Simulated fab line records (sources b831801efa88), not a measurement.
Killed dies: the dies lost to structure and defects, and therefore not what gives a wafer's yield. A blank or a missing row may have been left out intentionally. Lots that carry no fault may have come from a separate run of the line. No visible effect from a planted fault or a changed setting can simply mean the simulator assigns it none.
Which of the tools did it? -- flow sky130 -- Sampling: 14 lots, 42 wafers, 6 of 708 route steps

## WHAT THE GAUGES SHOWED, per wafer
SKY_POLY_CUT_CD_MEAS_08 targets a cd of 270 nm.
lot,measured,on,cd-nm (nm)
L967,day 24 15:54,cd-sem-02,270.4 269.9 270.9
L968,day 24 17:14,cd-sem-02,269.8 269.1 268.9
L969,day 24 22:15,cd-sem-01,267.4 269.1 268.6
L970,day 25 05:52,cd-sem-01,270.6 271.6 271.3
L971,day 25 09:08,cd-sem-02,269.2 268.7 269.8
L972,day 26 05:07,cd-sem-01,272.7 271.1 272.4
L974,day 26 21:28,cd-sem-01,270.5 269.7 270.6
L978,day 28 21:28,cd-sem-01,269.9 270.0 270.5
L980,day 29 04:23,cd-sem-02,267.6 267.6 266.6
L984,day 30 05:10,cd-sem-02,272.0 271.6 272.4
L986,day 30 19:53,cd-sem-01,271.2 270.9 269.4
L988,day 31 13:14,cd-sem-02,272.5 271.6 271.6
L989,day 31 16:35,cd-sem-02,269.3 268.7 271.7
L990,day 31 22:14,cd-sem-01,271.4 270.6 271.2

SKY_SD_N_TW_MEAS_12.
lot,measured,on,SD_N_TW
L967,day 28 08:23,film-metro-03,4002 4004 4012
L968,day 28 09:58,film-metro-03,4022 3978 3999
L969,day 28 14:46,film-metro-03,4014 4037 3992
L970,day 28 21:35,film-metro-03,3999 3991 4001
L971,day 29 00:36,film-metro-04,3978 4042 4007
L972,day 29 20:02,film-metro-02,3961 3973 3972
L974,day 30 12:05,film-metro-04,3966 3964 3976
L978,day 32 07:28,film-metro-02,3976 3985 3980
L980,day 32 14:53,film-metro-03,4010 4010 4027
L984,day 33 15:37,film-metro-04,3989 3978 3980
L986,day 34 05:25,film-metro-02,3964 4002 3972
L988,day 34 22:30,film-metro-02,4000 3993 3999
L989,day 35 00:34,film-metro-03,4054 4018 4017
L990,day 35 06:22,film-metro-02,3994 3962 3991

SKY_LOCAL_INTERCONNECT_RS_MEAS_01: measurement is done with a four-point probe.
lot,measured,on,LOCAL_INTERCONNECT_TIN_RS (ohm/sq)
L967,day 29 15:03,film-metro-01,13.99 13.99 13.98
L968,day 29 16:49,film-metro-02,14.09 14.00 14.04
L969,day 29 22:27,film-metro-01,13.95 13.99 13.80
L970,day 30 03:16,film-metro-04,14.14 14.14 14.23
L971,day 30 06:53,film-metro-01,13.95 14.08 14.03
L972,day 31 01:25,film-metro-04,14.28 14.18 14.08
L974,day 31 17:40,film-metro-01,13.94 14.18 13.86
L978,day 33 13:26,film-metro-04,12.01 11.96 12.04
L980,day 33 19:55,film-metro-01,12.05 11.99 11.91
L984,day 34 20:25,film-metro-01,13.83 13.82 13.64
L986,day 35 10:04,film-metro-01,14.06 13.98 13.95
L988,day 36 01:56,film-metro-01,13.95 14.14 13.95
L989,day 36 04:03,film-metro-02,14.34 14.28 14.21
L990,day 36 11:16,film-metro-01,14.08 14.14 14.07

SKY_LOCAL_INTERCONNECT_THK_MEAS_02: measures by xrf.
lot,measured,on,LOCAL_INTERCONNECT_TIN_THK (nm)
L967,day 29 15:10,film-metro-01,98.7 99.3 98.8
L968,day 29 16:55,film-metro-02,97.5 97.6 97.6
L969,day 29 22:32,film-metro-01,99.6 99.2 100.2
L970,day 30 03:23,film-metro-04,98.4 98.1 97.8
L971,day 30 07:00,film-metro-01,99.8 99.0 99.6
L972,day 31 01:32,film-metro-04,97.8 98.2 99.3
L974,day 31 17:47,film-metro-01,99.4 98.6 100.3
L978,day 33 13:33,film-metro-04,115.0 115.2 114.2
L980,day 33 20:02,film-metro-01,114.2 115.3 116.0
L984,day 34 20:31,film-metro-01,100.9 101.1 102.0
L986,day 35 10:11,film-metro-01,98.7 99.1 99.6
L988,day 36 02:02,film-metro-01,99.9 98.4 99.9
L989,day 36 04:10,film-metro-02,95.7 95.8 96.6
L990,day 36 11:23,film-metro-01,99.3 98.5 98.9

## EACH LOT AND THE TOOL THAT RAN IT (in order: tool; ch and the chambers of the sampled wafers; start)
lot,SKY_RES_XHIGH_STRIP_08,SKY_LOCAL_INTERCONNECT_SPUTTER_00
L967,"plasma-asher-03 ch 0,1, day 27 03:44","pvd-sputter-03, day 29 14:59"
L968,"plasma-asher-04 ch 1, day 27 05:27","pvd-sputter-03, day 29 16:43"
L969,"plasma-asher-03 ch 0,1, day 27 10:28","pvd-sputter-03, day 29 22:19"
L970,"plasma-asher-04 ch 0,1, day 27 16:39","pvd-sputter-03, day 30 03:13"
L971,"plasma-asher-04 ch 0,1, day 27 20:21","pvd-sputter-04, day 30 06:49"
L972,"plasma-asher-01 ch 0,1, day 28 14:19","pvd-sputter-04, day 31 01:22"
L974,"plasma-asher-01 ch 0,1, day 29 07:27","pvd-sputter-01, day 31 17:35"
L978,"plasma-asher-03 ch 0,1, day 31 04:36","pvd-sputter-03, day 33 13:22"
L980,"plasma-asher-04 ch 0,1, day 31 12:05","pvd-sputter-03, day 33 19:50"
L984,"plasma-asher-03 ch 0,1, day 32 12:09","pvd-sputter-01, day 34 20:20"
L986,"plasma-asher-04 ch 0,1, day 33 02:54","pvd-sputter-04, day 35 09:59"
L988,"plasma-asher-03 ch 0,1, day 33 18:59","pvd-sputter-01, day 36 01:50"
L989,"plasma-asher-03 ch 0,1, day 33 21:57","pvd-sputter-01, day 36 03:59"
L990,"plasma-asher-04 ch 0,1, day 34 04:07","pvd-sputter-01, day 36 11:11"
- SKY_RES_XHIGH_STRIP_08: strips in O2/N2.
- SKY_LOCAL_INTERCONNECT_SPUTTER_00: material TiN, target thk 100 nm, time 83.3 s.

## AS READ BY THE TOOLS THEMSELVES (means over the sampled wafers that have a number; for cases with no such wafer, the mark the record gives instead)
SKY_RES_XHIGH_STRIP_08.
lot,tool,drypump-motor-current-A (A),n2-flow-sccm (sccm),oes-product-au (a.u.),strip-time-to-endpoint-s (s)
L967,plasma-asher-03,5.31,300.4,0.713,14.21
L968,plasma-asher-04,5.85,300.1,0.711,14.37
L969,plasma-asher-03,5.33,300.1,0.713,14.33
L970,plasma-asher-04,5.80,298.9,0.711,14.28
L971,plasma-asher-04,5.75,300.4,0.709,14.29
L972,plasma-asher-01,5.67,299.8,0.711,14.25
L974,plasma-asher-01,5.64,300.5,0.714,14.27
L978,plasma-asher-03,5.32,299.2,0.710,14.27
L980,plasma-asher-04,5.81,300.2,0.705,14.21
L984,plasma-asher-03,5.33,299.6,0.711,14.31
L986,plasma-asher-04,5.75,300.0,0.712,14.27
L988,plasma-asher-03,5.34,299.8,0.705,14.25
L989,plasma-asher-03,5.28,300.3,0.714,14.32
L990,plasma-asher-04,5.81,300.2,0.713,14.24

SKY_LOCAL_INTERCONNECT_SPUTTER_00.
lot,tool,cathode-dc-power-W (W),throttle-valve-pct (%)
L967,pvd-sputter-03,6499.4,29.8
L968,pvd-sputter-03,6499.7,28.4
L969,pvd-sputter-03,6501.2,30.0
L970,pvd-sputter-03,6500.2,30.1
L971,pvd-sputter-04,6500.6,30.2
L972,pvd-sputter-04,6500.0,29.8
L974,pvd-sputter-01,6500.8,30.3
L978,pvd-sputter-03,7596.8,28.8
L980,pvd-sputter-03,7598.4,29.1
L984,pvd-sputter-01,6499.9,30.3
L986,pvd-sputter-04,6499.9,30.5
L988,pvd-sputter-01,6499.7,30.6
L989,pvd-sputter-01,6499.7,30.2
L990,pvd-sputter-01,6499.9,30.2

## THE ANSWER, worked out from the rows above alone
Rule: usual is defined by the lots themselves. Put in order of their means at a reading, lots are off if they are a third of the lots or fewer, leave a main group of 4 or more, and stand apart from it by a gap of 3 or more times the standard deviation of the main group's means; of several such gaps the widest counts. A main group is skipped when, at the precision printed for the reading in the tables above, its means are all equal. A lot without any number at a reading at which 4 lots or more have one is off too. Where the step has rows for the other lots, those lots are counted as sound. After the gauges, taken in route order, come the tools' own readings; for these a lot's mean is taken, as printed above. At the first step where some lot is off, the reading lying furthest off is the one used; lots without a number count as furthest.
Off: L978, L980, at SKY_LOCAL_INTERCONNECT_RS_MEAS_01 (LOCAL_INTERCONNECT_TIN_RS). For the main group the mean is 14.04 ohm/sq and the standard deviation 0.13.
If a tool, at a process step before that reading, ran all the lots that are off and no sound lot after the first of them, it fits. The gauges at SKY_LOCAL_INTERCONNECT_RS_MEAS_01 aren't tried: what is off there is off at SKY_LOCAL_INTERCONNECT_SPUTTER_00 too, on other tools, and a gauge's error can't cause that. One fits: SKY_LOCAL_INTERCONNECT_SPUTTER_00 on pvd-sputter-03. A fault onset in the window from L970 (day 30 03:13, its last sound lot) to L978 (day 33 13:22, its first lot off) fits.
The tool's own readings at SKY_LOCAL_INTERCONNECT_SPUTTER_00 bear it out: on the lots that are off they differ by more than 5 times the standard deviation of the sound lots' means. cathode-dc-power-W reads 7597.6 W there against 6500.1 W on the sound lots.

## WHAT HAD BEEN PUT IN BY THE SIMULATOR
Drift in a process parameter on pvd-sputter-03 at SKY_LOCAL_INTERCONNECT_SPUTTER_00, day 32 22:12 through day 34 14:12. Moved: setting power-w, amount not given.
Struck lots among those shown: L978, L980. Same finding as the rule above.
